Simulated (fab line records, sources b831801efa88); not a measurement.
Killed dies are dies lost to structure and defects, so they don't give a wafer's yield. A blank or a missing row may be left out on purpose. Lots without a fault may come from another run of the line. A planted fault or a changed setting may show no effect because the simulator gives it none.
Which tool did it? | flow sky130 | 15 lots, 45 wafers sampled, at 3 steps of a route of 708

WHAT THE GAUGES READ, wafer by wafer
SKY_VIA3_BOW_MEAS_03.
lot  | measured     | on            | VIA3_BOW (um)
L455 | day 38 16:02 | film_metro-04 | 82 80 85
L456 | day 39 21:14 | film_metro-02 | 85 89 77
L458 | day 39 23:02 | film_metro-04 | 84 92 83
L457 | day 40 00:13 | film_metro-02 | 73 63 78
L459 | day 40 02:05 | film_metro-02 | 81 74 86
L462 | day 41 04:16 | film_metro-04 | 77 86 85
L467 | day 42 13:11 | film_metro-01 | 69 84 72
L468 | day 42 19:04 | film_metro-02 | 68 85 78
L470 | day 43 09:01 | film_metro-02 | 94 82 84
L471 | day 43 15:14 | film_metro-02 | 80 81 82
L472 | day 43 16:16 | film_metro-04 | 82 77 90
L473 | day 44 11:26 | film_metro-02 | 87 86 83
L475 | day 44 16:36 | film_metro-04 | 80 75 71
L477 | day 45 21:53 | film_metro-02 | 60 77 77
L476 | day 46 01:42 | film_metro-02 | 75 79 71

SKY_VIA3_CD_MEAS_12: target cd 200 nm.
lot  | measured     | on        | cd_nm (nm)
L455 | day 39 17:28 | cd_sem-02 | 200.0 200.0 200.4
L456 | day 40 21:46 | cd_sem-02 | 200.6 200.8 200.1
L458 | day 40 23:40 | cd_sem-02 | - - -
L457 | day 40 23:59 | cd_sem-02 | - - -
L459 | day 41 02:23 | cd_sem-02 | - - -
L462 | day 42 03:56 | cd_sem-01 | 200.7 199.7 199.6
L467 | day 43 12:14 | cd_sem-01 | 199.8 200.4 200.1
L468 | day 43 17:58 | cd_sem-01 | 200.3 199.8 200.9
L470 | day 44 08:07 | cd_sem-01 | 198.7 199.9 200.4
L471 | day 44 14:23 | cd_sem-01 | 198.9 199.0 199.7
L472 | day 44 15:05 | cd_sem-02 | 199.9 200.6 201.4
L473 | day 45 08:23 | cd_sem-02 | 200.6 202.0 199.6
L475 | day 45 13:55 | cd_sem-01 | 198.0 198.7 199.3
L477 | day 46 17:41 | cd_sem-02 | 200.8 200.1 200.1
L476 | day 46 21:28 | cd_sem-01 | 197.3 199.1 200.8

WHICH TOOL RAN EACH LOT (tool, then ch and the chambers of the sampled wafers, then the start)
lot  | SKY_VIA3_EXPOSE_09
L455 | krf_scanner-02 ch 0, day 39 05:08
L456 | krf_scanner-01 ch 0, day 40 09:20
L458 | krf_scanner-01, day 40 11:07
L457 | krf_scanner-01, day 40 11:52
L459 | krf_scanner-01, day 40 14:08
L462 | krf_scanner-02 ch 0, day 41 16:06
L467 | krf_scanner-01 ch 0, day 43 01:27
L468 | krf_scanner-02 ch 0, day 43 08:18
L470 | krf_scanner-01 ch 0, day 43 19:42
L471 | krf_scanner-02 ch 0, day 44 04:06
L472 | krf_scanner-01 ch 0, day 44 05:05
L473 | krf_scanner-01 ch 0, day 44 21:25
L475 | krf_scanner-01 ch 0, day 45 04:13
L477 | krf_scanner-02 ch 0, day 46 08:36
L476 | krf_scanner-01 ch 0, day 46 11:38
- SKY_VIA3_EXPOSE_09: exposes mask VIM3, target cd 200 nm.

WHAT THE TOOLS THEMSELVES READ (means of the sampled wafers that have a number; where no wafer has one, the mark that the record gives instead)
SKY_VIA3_EXPOSE_09.
lot  | tool           | exposure_dose_mJ_cm2 | focus_offset_nm (nm)
L455 | krf_scanner-02 | 38.01                | -0.4
L456 | krf_scanner-01 | 38.00                | -0.2
L458 | krf_scanner-01 | -                    | -
L457 | krf_scanner-01 | -                    | -
L459 | krf_scanner-01 | -                    | -
L462 | krf_scanner-02 | 38.02                | -0.2
L467 | krf_scanner-01 | 37.97                | -0.1
L468 | krf_scanner-02 | 37.98                | 0.3
L470 | krf_scanner-01 | 37.97                | 0.4
L471 | krf_scanner-02 | 37.97                | -0.2
L472 | krf_scanner-01 | 37.93                | -0.2
L473 | krf_scanner-01 | 37.92                | -0.2
L475 | krf_scanner-01 | 37.95                | 0.4
L477 | krf_scanner-02 | 37.99                | -0.6
L476 | krf_scanner-01 | 37.94                | 0.3

THE ANSWER, worked out from the rows above alone
Rule: what is usual is taken from the lots themselves. Put in order of their means at a reading, lots are off if they are a third of the lots or fewer, leave a main group of 4 or more, and stand apart from it by a gap of 3 or more times the standard deviation of the main group's means; of several such gaps the widest counts. A main group whose means are all the same, to the digits that the tables above print for the reading, isn't used. A lot without any number at a reading at which 4 lots or more have one is off too. The other lots that the step has rows for count as sound. The gauges are gone through in route order, then the tools' own readings, and for those a lot's mean is taken as printed above. The first step at which some lot is off is used, and at that step the reading that is off furthest; a lot without a number counts as furthest.
Off: L458, L457, L459, at SKY_VIA3_CD_MEAS_12 (cd_nm). Without a number there: L458, L457, L459. The main group: mean 199.9 nm, standard deviation 0.63.
A tool fits if, at a process step before that reading, it ran every lot that is off, and no sound lot after the first of them. The gauges at SKY_VIA3_CD_MEAS_12 aren't tried: what is off there is off at SKY_VIA3_EXPOSE_09 too, on other tools, and a gauge's error can't cause that. None of those tried fits.

WHAT THE SIMULATOR HAD PUT IN
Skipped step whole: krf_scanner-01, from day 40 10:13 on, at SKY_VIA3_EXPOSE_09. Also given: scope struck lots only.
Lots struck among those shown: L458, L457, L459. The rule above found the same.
